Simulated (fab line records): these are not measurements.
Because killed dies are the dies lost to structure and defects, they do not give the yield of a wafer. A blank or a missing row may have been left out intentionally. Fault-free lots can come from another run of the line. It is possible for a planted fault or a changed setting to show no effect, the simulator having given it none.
fab line records	flow sky130	part 1 of 2: steps 1 to 42 of 43
record lots=6	wafers=18	last-day=49
route steps=708 shown CONTACT@421 METAL1@434 VIA1@458 PAD_OPEN@708
lots untouched by any fault: they come from a run of this same line in which no faults occurred
start-h: the number of hours between the record's first day and the start of the first shown wafer of the lot	wait-h: time in hours since the lot's previous step	" unchanged from the row above	L1.1+2: a row that stands for several wafers	- no value, or no start given	* or withheld: withheld	< > ~ a bound
route shown NAME@n: names a module that has steps shown in the file, with the first one's number in the route	usual: mean and standard deviation over wafers with no fault	same: alike in all rows	chamber/n: place in a boat	sites: per-site readings	_std_site: how widely they spread, as a standard deviation	_edge_site: outer sites' mean less inner sites'	radius-mm: for every site, how far away it sits from the centre of the wafer	mask NAME#n: copy n	behind: the tool/chamber that last shaped the wafer	hold: why the lot went on hold/how many hours it stayed there/how the hold came to an end	device: which transistor (n, p or np) failed to switch	end of line: the route-end tests of the same wafers	a step given without rows: its recipe and nothing more	killed: dies that structure and defects cost at the first sort, which is not the same as the wafer's yield	map: the dies of a wafer, with x for killed, . for not killed, _ for no die there
set.NAME: the run value of the setting; set.NAME@STEP: its run value at that earlier step	model.NAME: the simulator's own value behind a step, which no gauge read
a table for each step, a row for each wafer; lots at some steps of the route
services: from which hour (start-h, from the record's first day; less than 0 if before it) a tool's chamber was out of use, for how many hours, and why
## steps
# step SKY_CONTACT_OVL_MEAS_15
# usual CONTACT_OVL=0/5.7
lot.wafer	tool	chamber	start-h	wait-h	CONTACT_OVL[nm]
L962.1	overlay-01	-	726.21	0.1	1
L962.2	"	-	"	"	-7
L962.4	"	-	"	"	-6
L971.1	overlay-02	-	807.59	0.1	4
L971.4	"	-	"	"	-4
L971.5	"	-	"	"	5
L972.1	overlay-01	-	826.41	0.1	-6
L972.2	"	-	"	"	-5
L972.5	"	-	"	"	-1
L975.2	overlay-01	-	847.89	0.1	0
L975.4	"	-	"	"	-6
L975.5	"	-	"	"	-6
L976.1	overlay-01	-	850.59	0.1	7
L976.2	"	-	"	"	6
L976.3	"	-	"	"	-5
L977.2	overlay-02	-	861.74	0.1	-4
L977.3	"	-	"	"	-2
L977.5	"	-	"	"	-2
# step SKY_CONTACT_ETCH_16
# recipe chemistry=N2/H2	target=BARC	ion-energy-ev=200	source-w=500	bias-w=100	pressure-mtorr=30	n2-flow-sccm=100	h2-flow-sccm=200	stop-on=SiO2	time-s=45.9	target-depth-a=600
# step SKY_CONTACT_ETCH_17
# recipe target=SiO2	chemistry=C4F8/O2/Ar	stop-on=Si3N4	mask-material=KrF-thick	source-w=1500	bias-w=1200	pressure-mtorr=40	c4f8-flow-sccm=withheld	O2_flow_sccm=6	Ar_flow_sccm=300	time-s=withheld	target-depth-a=3400
# usual oes-product-au=0.892/0.0046
lot.wafer	tool	chamber	start-h	wait-h	oes-product-au
L962.1	rie-diel-04	3	726.29	0.0	0.888
L962.2	"	0	"	"	0.889
L962.4	"	1	"	"	0.885
L971.1	rie-diel-02	2	807.66	0.0	0.893
L971.4	"	2	"	"	0.897
L971.5	"	0	"	"	0.891
L972.1	rie-diel-03	1	826.49	0.0	0.881
L972.2	"	0	"	"	0.896
L972.5	"	1	"	"	0.892
L975.2	rie-diel-03	1	847.96	0.0	0.894
L975.4	"	2	"	"	0.891
L975.5	"	1	"	"	0.891
L976.1	rie-diel-04	0	850.66	0.0	0.897
L976.2	"	3	"	"	0.883
L976.3	"	1	"	"	0.897
L977.2	rie-diel-02	3	861.81	0.0	0.895
L977.3	"	2	"	"	0.892
L977.5	"	1	"	"	0.892
# step SKY_CONTACT_ETCH_18
# recipe target=Si3N4	chemistry=CHF3/O2	stop-on=TiN	source-w=600	bias-w=200	pressure-mtorr=40	chf3-flow-sccm=50	O2_flow_sccm=5	time-s=39	target-depth-a=750
# step SKY_CONTACT_STRIP_19
# recipe chemistry=O2/N2	power-w=1400	pressure-mtorr=1500	platen-temp-c=withheld	o2-flow-sccm=3000	n2-flow-sccm=300	overash-fraction=0.5
# step SKY_CONTACT_STRIP_20
# recipe chemistry=post-etch-residue-remover	time-s=1200	temp-c=72.5
# step SKY_CONTACT_CLEAN_21
# recipe chemistry=IPA	time-s=180	temp-c=25
# step SKY_CONTACT_CLEAN_22
# recipe chemistry=O3/DIW	dry=n2-spin
# step SKY_CONTACT_SPUTTER_23
# recipe material=TiN	target-thk-nm=20	chamber-pressure-pa=5	power-w=4000	time-s=80
# step SKY_CONTACT_CVD_24
# recipe material=W	target-thk-nm=340	time-s=102.12	temp-c=400	pressure-torr=40
# step SKY_CONTACT_RS_MEAS_25
# recipe thk-meas-gauge=four-point-probe	reads=W_of_CONTACT_CVD_24+TiN_of_CONTACT_SPUTTER_23
# usual CONTACT_W_RS=0.337/0.004
lot.wafer	tool	chamber	start-h	wait-h	CONTACT_W_RS[ohm/sq]
L962.1	film-metro-04	-	727.16	0.1	0.332
L962.2	"	-	"	"	0.341
L962.4	"	-	"	"	0.339
L971.1	film-metro-03	-	808.52	0.1	0.333
L971.4	"	-	"	"	0.334
L971.5	"	-	"	"	0.338
L972.1	film-metro-03	-	827.34	0.1	0.328
L972.2	"	-	"	"	0.332
L972.5	"	-	"	"	0.333
L975.2	film-metro-02	-	849.19	0.1	0.339
L975.4	"	-	"	"	0.339
L975.5	"	-	"	"	0.334
L976.1	film-metro-04	-	851.64	0.1	0.334
L976.2	"	-	"	"	0.335
L976.3	"	-	"	"	0.341
L977.2	film-metro-04	-	862.72	0.1	0.336
L977.3	"	-	"	"	0.336
L977.5	"	-	"	"	0.338
# step SKY_CONTACT_THK_MEAS_26
# recipe thk-meas-gauge=xrf	reads=W_of_CONTACT_CVD_24
# usual CONTACT_W_THK=330/6
lot.wafer	tool	chamber	start-h	wait-h	CONTACT_W_THK[nm]
L962.1	film-metro-04	-	727.28	0.1	335
L962.2	"	-	"	"	325
L962.4	"	-	"	"	325
L971.1	film-metro-03	-	808.64	0.1	337
L971.4	"	-	"	"	335
L971.5	"	-	"	"	331
L972.1	film-metro-03	-	827.46	0.1	342
L972.2	"	-	"	"	335
L972.5	"	-	"	"	336
L975.2	film-metro-02	-	849.30	0.1	328
L975.4	"	-	"	"	327
L975.5	"	-	"	"	332
L976.1	film-metro-04	-	851.76	0.1	326
L976.2	"	-	"	"	327
L976.3	"	-	"	"	323
L977.2	film-metro-04	-	862.83	0.1	327
L977.3	"	-	"	"	327
L977.5	"	-	"	"	324
# step SKY_CONTACT_CMP_27
# recipe stop-on=SiO2	t-overpolish-s=15	down-force-psi=3.5	platen-rpm=60	target-thk-nm=0	pad-velocity-m-s=0.94248
# usual edge-zone-pressure-frac=1.001/0.0051	motor-current-A=11.4/0.83	overpolish-run-s=15.000/0.0087	platen-rpm=60.01/0.038	time-to-endpoint-s=83/3.9
lot.wafer	tool	chamber	start-h	wait-h	edge-zone-pressure-frac	motor-current-A	overpolish-run-s	platen-rpm	time-to-endpoint-s
L962.2	cmp-02	0	727.34	0.0	0.996	12.9	14.999	59.96	78
L962.4	"	1	"	"	1.006	11.5	14.995	59.99	85
L962.1	"	2	"	"	0.995	10.9	14.995	60.07	88
L971.4	cmp-02	1	809.08	0.4	1.004	11.3	15.008	60.02	87
L971.1	"	2	"	"	0.999	11.4	14.999	59.99	86
L971.5	"	0	"	"	1.002	12.2	14.999	59.96	75
L972.1	cmp-02	2	827.62	0.1	0.997	11.0	15.012	60.04	91
L972.2	"	3	"	"	0.994	11.6	15.004	60.00	83
L972.5	"	1	"	"	0.999	11.5	14.994	60.00	87
L975.2	cmp-01	0	849.45	0.1	0.995	10.6	15.005	60.04	87
L975.4	"	1	"	"	0.998	12.2	14.987	59.94	86
L975.5	"	2	"	"	0.996	11.4	15.013	60.05	82
L976.2	cmp-01	1	851.82	0.0	1.000	11.4	15.001	59.98	89
L976.1	"	2	"	"	0.991	11.3	14.985	59.96	85
L976.3	"	0	"	"	0.998	9.5	15.000	60.02	85
L977.2	cmp-01	0	862.98	0.1	0.999	9.8	15.011	59.96	93
L977.3	"	1	"	"	1.003	12.1	15.009	59.96	87
L977.5	"	3	"	"	0.998	9.8	14.994	60.04	85
# step SKY_METAL1_SPUTTER_00
# recipe material=Ti	target-thk-nm=15	power-w=3000	time-s=10	chamber-pressure-pa=0.4
# usual throttle-valve-pct=29.8/0.84
# same time-s=10
lot.wafer	tool	chamber	start-h	wait-h	throttle-valve-pct
L962.1	pvd-sputter-01	-	727.64	0.1	29.0
L962.2	"	-	"	"	29.7
L962.4	"	-	"	"	28.5
L971.1	pvd-sputter-03	-	809.33	0.1	29.5
L971.4	"	-	"	"	31.6
L971.5	"	-	"	"	32.1
L972.1	pvd-sputter-01	-	827.82	0.1	29.0
L972.2	"	-	"	"	30.3
L972.5	"	-	"	"	28.8
L975.2	pvd-sputter-04	-	849.65	0.1	29.9
L975.4	"	-	"	"	29.2
L975.5	"	-	"	"	31.0
L976.1	pvd-sputter-04	-	852.12	0.2	29.2
L976.2	"	-	"	"	29.9
L976.3	"	-	"	"	29.4
L977.2	pvd-sputter-04	-	863.18	0.1	29.3
L977.3	"	-	"	"	30.6
L977.5	"	-	"	"	29.5
# step SKY_METAL1_SPUTTER_01
# recipe material=TiN	target-thk-nm=20	power-w=6500	time-s=16.7	chamber-pressure-pa=0.4
# step SKY_METAL1_SPUTTER_02
# recipe material=AlCu	target-thk-nm=250	power-w=10600	time-s=13.3	chamber-pressure-pa=0.4
# step SKY_METAL1_SPUTTER_03
# recipe material=Ti	target-thk-nm=5	power-w=3000	time-s=3.3	chamber-pressure-pa=0.4
# usual throttle-valve-pct=29.8/0.85
# same time-s=3.3
lot.wafer	tool	chamber	start-h	wait-h	throttle-valve-pct
L962.1	pvd-sputter-01	-	727.71	0.0	29.2
L962.2	"	-	"	"	29.6
L962.4	"	-	"	"	28.7
L971.1	pvd-sputter-03	-	809.41	0.0	29.7
L971.4	"	-	"	"	31.4
L971.5	"	-	"	"	32.2
L972.1	pvd-sputter-01	-	827.89	0.0	29.0
L972.2	"	-	"	"	30.3
L972.5	"	-	"	"	28.9
L975.2	pvd-sputter-04	-	849.73	0.0	30.1
L975.4	"	-	"	"	28.9
L975.5	"	-	"	"	30.8
L976.1	pvd-sputter-04	-	852.19	0.0	29.1
L976.2	"	-	"	"	30.0
L976.3	"	-	"	"	29.4
L977.2	pvd-sputter-04	-	863.25	0.0	29.3
L977.3	"	-	"	"	31.1
L977.5	"	-	"	"	29.4
# step SKY_METAL1_SPUTTER_04
# recipe material=TiN	target-thk-nm=70	power-w=6500	time-s=58.3	chamber-pressure-pa=0.4
# step SKY_METAL1_RS_MEAS_05
# recipe thk-meas-gauge=four-point-probe	reads=TiN_of_METAL1_SPUTTER_04+Ti_of_METAL1_SPUTTER_03+AlCu_of_METAL1_SPUTTER_02+TiN_of_METAL1_SPUTTER_01+Ti_of_METAL1_SPUTTER_00
# usual METAL1_ALCU_RS=0.1274/0.0017
lot.wafer	tool	chamber	start-h	wait-h	METAL1_ALCU_RS[ohm/sq]
L962.1	film-metro-02	-	727.78	0.0	0.1249
L962.2	"	-	"	"	0.1260
L962.4	"	-	"	"	0.1276
L971.1	film-metro-03	-	809.47	0.0	0.1266
L971.4	"	-	"	"	0.1237
L971.5	"	-	"	"	0.1234
L972.1	film-metro-03	-	827.96	0.0	0.1291
L972.2	"	-	"	"	0.1277
L972.5	"	-	"	"	0.1250
L975.2	film-metro-03	-	849.82	0.0	0.1290
L975.4	"	-	"	"	0.1303
L975.5	"	-	"	"	0.1319
L976.1	film-metro-02	-	852.26	0.0	0.1279
L976.2	"	-	"	"	0.1261
L976.3	"	-	"	"	0.1251
L977.2	film-metro-01	-	863.34	0.0	0.1265
L977.3	"	-	"	"	0.1281
L977.5	"	-	"	"	0.1256
# step SKY_METAL1_THK_MEAS_06
# recipe thk-meas-gauge=xrf	reads=AlCu_of_METAL1_SPUTTER_02
# usual METAL1_ALCU_THK=244/3.4
lot.wafer	tool	chamber	start-h	wait-h	METAL1_ALCU_THK[nm]
L962.1	film-metro-02	-	727.90	0.1	250
L962.2	"	-	"	"	248
L962.4	"	-	"	"	248
L971.1	film-metro-03	-	809.59	0.1	244
L971.4	"	-	"	"	249
L971.5	"	-	"	"	250
L972.1	film-metro-03	-	828.08	0.1	238
L972.2	"	-	"	"	243
L972.5	"	-	"	"	248
L975.2	film-metro-03	-	849.93	0.1	240
L975.4	"	-	"	"	238
L975.5	"	-	"	"	236
L976.1	film-metro-02	-	852.38	0.1	244
L976.2	"	-	"	"	245
L976.3	"	-	"	"	250
L977.2	film-metro-01	-	863.45	0.1	246
L977.3	"	-	"	"	245
L977.5	"	-	"	"	248
# step SKY_METAL1_DEHYDRATE_07
# recipe temp-c=200	time-s=60
# step SKY_METAL1_HMDS_08
# recipe prime-time-s=60	prime-temp-c=120
# step SKY_METAL1_COAT_09
# recipe resist=BARC	temp-c=withheld	time-s=withheld	spin-rpm=3000	resist-thk-nm=60
# step SKY_METAL1_COAT_10
# recipe resist=KrF-thick	spin-rpm=3000	resist-thk-nm=450
# step SKY_METAL1_SOFTBAKE_11
# recipe temp-c=100	time-s=90	resist=KrF-thick
# step SKY_METAL1_EXPOSE_12
# recipe mask-id=MM1	na=0.8	source-shape=annular	sigma-inner=0.55	sigma-outer=0.85	target-cd-nm=140	dose-mj=28
# step SKY_METAL1_PEB_13
# recipe peb-temp-c=withheld	peb-time-s=withheld	resist=KrF-thick
# step SKY_METAL1_DEVELOP_14
# recipe develop-time-s=60	resist=KrF-thick	dev-temp-c=21
# step SKY_METAL1_CD_MEAS_15
# recipe target-cd-nm=140
# usual cd-nm=140.3/1.5
lot.wafer	tool	chamber	start-h	wait-h	cd-nm
L962.1	cd-sem-02	-	755.79	-	143.2
L962.2	"	-	"	"	141.8
L962.4	"	-	"	"	140.8
L971.1	cd-sem-02	-	837.10	-	141.8
L971.4	"	-	"	"	142.6
L971.5	"	-	"	"	142.4
L972.1	cd-sem-01	-	853.64	-	139.3
L972.2	"	-	"	"	140.8
L972.5	"	-	"	"	140.8
L975.2	cd-sem-01	-	875.74	-	139.5
L975.4	"	-	"	"	138.3
L975.5	"	-	"	"	138.6
L976.1	cd-sem-01	-	878.20	-	139.8
L976.2	"	-	"	"	140.1
L976.3	"	-	"	"	140.0
L977.2	cd-sem-02	-	888.79	-	139.1
L977.3	"	-	"	"	139.3
L977.5	"	-	"	"	139.3
# step SKY_METAL1_OVL_MEAS_16
# usual METAL1_OVL=-1/5.5
lot.wafer	tool	chamber	start-h	wait-h	METAL1_OVL[nm]
L962.1	overlay-02	-	755.91	0.1	-9
L962.2	"	-	"	"	-4
L962.4	"	-	"	"	-5
L971.1	overlay-01	-	837.22	0.1	-6
L971.4	"	-	"	"	-9
L971.5	"	-	"	"	-9
L972.1	overlay-01	-	853.76	0.1	-7
L972.2	"	-	"	"	-15
L972.5	"	-	"	"	-9
L975.2	overlay-02	-	875.84	0.1	-2
L975.4	"	-	"	"	-6
L975.5	"	-	"	"	-1
L976.1	overlay-02	-	878.32	0.1	9
L976.2	"	-	"	"	8
L976.3	"	-	"	"	14
L977.2	overlay-02	-	888.89	0.1	-3
L977.3	"	-	"	"	-8
L977.5	"	-	"	"	-7
# step SKY_METAL1_DESCUM_17
# recipe chemistry=O2	source-power-w=150	bias-power-w=0	pressure-mtorr=10	temp-c=40	time-s=8
# usual drypump-motor-current-A=5.6/0.65	oes-product-au=1.001/0.0094
# same time-s=8
lot.wafer	tool	chamber	start-h	wait-h	drypump-motor-current-A	oes-product-au	rf-hours-counter-h
L962.1	rie-metal-03	1	755.95	0.0	6.4	1.009	4
L962.2	"	0	"	"	6.0	0.997	3
L962.4	"	1	"	"	6.4	1.011	-
L971.1	rie-metal-04	1	837.25	0.0	5.6	0.993	14
L971.4	"	1	"	"	5.6	0.992	-
L971.5	"	0	"	"	4.6	1.001	-
L972.1	rie-metal-01	0	853.80	0.0	4.9	0.993	7
L972.2	"	1	"	"	6.1	1.000	4
L972.5	"	0	"	"	4.9	1.001	-
L975.2	rie-metal-03	1	875.87	0.0	6.4	1.010	8
L975.4	"	1	"	"	6.5	1.019	-
L975.5	"	1	"	"	6.4	1.000	-
L976.1	rie-metal-03	0	878.35	0.0	6.0	1.001	8
L976.2	"	1	"	"	6.4	0.999	8
L976.3	"	1	"	"	6.4	1.010	-
L977.2	rie-metal-03	0	888.92	0.0	6.0	1.009	8
L977.3	"	0	"	"	6.0	1.004	-
L977.5	"	1	"	"	6.5	0.999	-
# step SKY_METAL1_ETCH_18
# recipe chemistry=N2/H2	target=BARC	ion-energy-ev=200	bias-w=100	pressure-mtorr=30	n2-flow-sccm=100	h2-flow-sccm=200	icp-w=500	stop-on=SiO2	time-s=45.9	target-depth-a=600
# step SKY_METAL1_METAL_ETCH_19
# recipe target-depth-a=3600	stop-on=SiO2	over-etch-frac=0.3	time-s=78	chemistry=Cl2/BCl3	resist-sidewall-deg=88	pressure-mtorr=10	icp-w=900	bias-w=48.5	Cl2_flow_sccm=60	bcl3-flow-sccm=30
# step SKY_METAL1_STRIP_20
# recipe chemistry=O2/N2	power-w=1400	pressure-mtorr=1500	platen-temp-c=withheld	o2-flow-sccm=3000	n2-flow-sccm=300	overash-fraction=0.5
# step SKY_METAL1_STRIP_21
# recipe chemistry=post-etch-residue-remover	time-s=1200	temp-c=72.5
# step SKY_METAL1_CLEAN_22
# recipe chemistry=IPA	time-s=180	temp-c=25
# step SKY_METAL1_CLEAN_23
# recipe chemistry=O3/DIW	dry=n2-spin
# step SKY_VIA1_HDPCVD_00
# recipe material=SiO2	target-thk-nm=1030	sigma-open-frac=0.3	time-s=171.7	temp-c=400	sih4-flow-sccm=60	pressure-mtorr=6
# step SKY_VIA1_THK_MEAS_01
# recipe reads=SiO2_of_VIA1_HDPCVD_00
# usual VIA1_HDPCVD_THK=1031/10
lot.wafer	tool	chamber	start-h	wait-h	VIA1_HDPCVD_THK[nm]
L962.1	film-metro-01	-	756.91	0.1	1038
L962.2	"	-	"	"	1044
L962.4	"	-	"	"	1049
L971.1	film-metro-02	-	838.15	0.1	1023
L971.4	"	-	"	"	1029
L971.5	"	-	"	"	1019
L972.1	film-metro-04	-	854.69	0.1	1033
L972.2	"	-	"	"	1027
L972.5	"	-	"	"	1038
L975.2	film-metro-02	-	877.27	0.1	1032
L975.4	"	-	"	"	1036
L975.5	"	-	"	"	1030
L976.1	film-metro-02	-	879.38	0.1	1035
L976.2	"	-	"	"	1045
L976.3	"	-	"	"	1031
L977.2	film-metro-04	-	889.96	0.1	1023
L977.3	"	-	"	"	1025
L977.5	"	-	"	"	1029
# step SKY_VIA1_CMP_02
# recipe material=SiO2	down-force-psi=4	platen-rpm=60	pad-velocity-m-s=0.94248
# usual edge-zone-pressure-frac=0.999/0.0051	motor-current-A=12.4/0.87	platen-rpm=60.00/0.035
lot.wafer	tool	chamber	start-h	wait-h	edge-zone-pressure-frac	motor-current-A	platen-rpm
L962.2	cmp-02	1	756.97	0.0	0.999	12.4	59.98
L962.4	"	3	"	"	1.000	13.5	60.02
L962.1	"	0	"	"	0.999	13.3	60.00
L971.1	cmp-01	1	838.26	0.1	1.004	13.1	59.99
L971.4	"	3	"	"	1.005	11.2	59.96
L971.5	"	0	"	"	1.007	11.5	60.06
L972.1	cmp-02	0	854.80	0.1	1.012	12.5	60.02
L972.2	"	2	"	"	1.000	11.7	60.02
L972.5	"	3	"	"	1.003	11.8	60.00
L975.2	cmp-01	0	877.37	0.1	1.005	11.5	60.09
L975.4	"	2	"	"	0.998	12.2	60.04
L975.5	"	3	"	"	0.995	10.1	60.02
L976.3	cmp-02	0	879.44	0.0	0.995	13.6	59.95
L976.2	"	1	"	"	1.005	12.4	60.04
L976.1	"	2	"	"	1.011	12.2	59.98
L977.3	cmp-02	1	890.11	0.1	1.005	12.5	59.99
L977.2	"	2	"	"	1.008	11.8	59.95
L977.5	"	0	"	"	0.994	13.4	59.98
# step SKY_VIA1_BOW_MEAS_03
# recipe mode=bow
# usual VIA1_BOW=78/6.7
lot.wafer	tool	chamber	start-h	wait-h	VIA1_BOW[um]
L962.1	film-metro-04	-	757.27	0.1	76
L962.2	"	-	"	"	83
L962.4	"	-	"	"	80
L971.1	film-metro-02	-	838.51	0.2	83
L971.4	"	-	"	"	72
L971.5	"	-	"	"	69
L972.1	film-metro-02	-	855.05	0.2	75
L972.2	"	-	"	"	67
L972.5	"	-	"	"	76
L975.2	film-metro-04	-	877.64	0.2	73
L975.4	"	-	"	"	71
L975.5	"	-	"	"	84
L976.1	film-metro-04	-	879.74	0.1	76
L976.2	"	-	"	"	77
L976.3	"	-	"	"	78
L977.2	film-metro-04	-	890.33	0.1	84
L977.3	"	-	"	"	74
L977.5	"	-	"	"	70
# step SKY_VIA1_DEHYDRATE_04
# recipe temp-c=200	time-s=60
